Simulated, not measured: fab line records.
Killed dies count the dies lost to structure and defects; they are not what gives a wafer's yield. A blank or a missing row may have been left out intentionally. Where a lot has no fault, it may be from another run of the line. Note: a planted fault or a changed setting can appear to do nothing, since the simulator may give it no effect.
Comparing a struck lot with a sound one :: flow sky130 :: 17 steps out of a route of 708
Sound: the wafers L905.2, L905.4, L905.6. Struck: wafers L917.1, L917.5, L917.6. At the end, the cause is stated.
Per side, at each step with rows, come the tool, then ch with its chambers, and then its first start. Under that, the readings that differ: sound wafers :: struck wafers :: difference of the means :: sigmas: that difference in standard deviations of wafers without a fault.
alike: words and numbers the same on both sides, and readings whose means are apart by under 2 such deviations; not compared: readings that were withheld, readings missing a value for some wafer, numbers with overlapping values and no deviation given by the record, and bounds like >300 which may hide the same value.
The two part at a step that has a row with sigmas, a row that says differs or no value, or rows on one side only. Numbers that have no deviation but don't overlap get no sigmas and don't part them. A reading that every wafer of one side lacks parts them only if that side has two wafers or more.

first, 3 steps without rows for these wafers: SKY_SONOS_ONO_WET_ETCH_18 (etches Si3N4 in H3PO4, target depth 15 nm, time 172 s); SKY_GATE_OXIDE_CLEAN_00 (cleans in SC1/SC2, time 150 s); SKY_GATE_OXIDE_OXIDATION_01 (stabilise 600 s, purge 300 s, target thk 10.268 nm).
SKY_GATE_OXIDE_THK_MEAS_02:
  sound: film metro-03 at day 14 07:29; struck: film metro-03 at day 19 00:13
  alike: GATE_OXIDE_OXIDATION_00_THK
then, 7 steps without rows for these wafers: SKY_GATE_OXIDE_DEHYDRATE_03 (time 60 s); SKY_GATE_OXIDE_HMDS_04 (prime time 60 s); SKY_GATE_OXIDE_COAT_05 (resist thk 1140 nm); SKY_GATE_OXIDE_SOFTBAKE_06 (time 60 s); SKY_GATE_OXIDE_EXPOSE_07 (exposes mask LVOM, target cd 600 nm); SKY_GATE_OXIDE_PEB_08; SKY_GATE_OXIDE_DEVELOP_09 (develop time 60 s).
SKY_GATE_OXIDE_OVL_MEAS_10:
  sound: overlay-01 at day 15 10:24; struck: overlay-02 at day 20 06:46
  alike: GATE_OXIDE_OVL
SKY_GATE_OXIDE_IMPLANT_11:
  sound on implanter-02 ch 0, day 15 10:28; struck on implanter-04 ch 0, day 20 06:48
reading: dose ions cm2
sound: 2.6013e+12 2.6019e+12 2.6009e+12
struck: 1.2011e+13 1.2011e+13 1.201e+13
difference: +9.4093e+12
sigmas: +99 or more

reading: faraday current uA
sound: 14.7 15.0 14.8
struck: 64.8 65.0 69.4
difference: +51.6
sigmas: +99 or more
then, 1 step without rows for these wafers: SKY_GATE_OXIDE_WET_ETCH_12 (etches SiO2 in dHF, target depth 16.8 nm, time 336 s).
SKY_GATE_OXIDE_STRIP_13: strips in O2/N2.
  sound on plasma asher-02 ch 1, day 15 10:41; struck on plasma asher-02 ch 0,1, day 20 07:03
  alike: drypump motor current A, oes product au, strip time to endpoint s
  not compared: rf hours counter h
SKY_GATE_OXIDE_TW_MEAS_14:
  sound: film metro-04 at day 15 10:48; struck: film metro-02 at day 20 07:23
reading: GATE_OXIDE_TW
sound: 227 226 225
struck: 356 357 357
difference: +131
sigmas: +41
  not compared: hold
-- here the record skips 30 days between the struck wafers' starts before and after, leaving off in module GATE_OXIDE and picking up in module PAD_OPEN (first step shown: number 708 of the route) --
SKY_PAD_OPEN_PROBE_99:
  sound: prober-02 at day 47 01:02; struck: prober-02 at day 50 03:07
reading: hold
sound: - - -
struck: await dispo/2.3h/release await dispo/2.3h/release await dispo/2.3h/release
difference: no value on the sound wafers
sigmas: 
  alike: killed_at_M0_to_M3, killed_at_M4_up, killed at contacts, killed at front end, killed at other, killed dies, killed open, killed short

== WHERE THEY PART ==
Last at SKY_PAD_OPEN_PROBE_99 as far as this record goes, first at SKY_GATE_OXIDE_IMPLANT_11.

WHY: what had been put in by the simulator
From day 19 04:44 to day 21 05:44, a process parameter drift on implanter-04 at SKY_GATE_OXIDE_IMPLANT_11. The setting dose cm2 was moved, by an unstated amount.
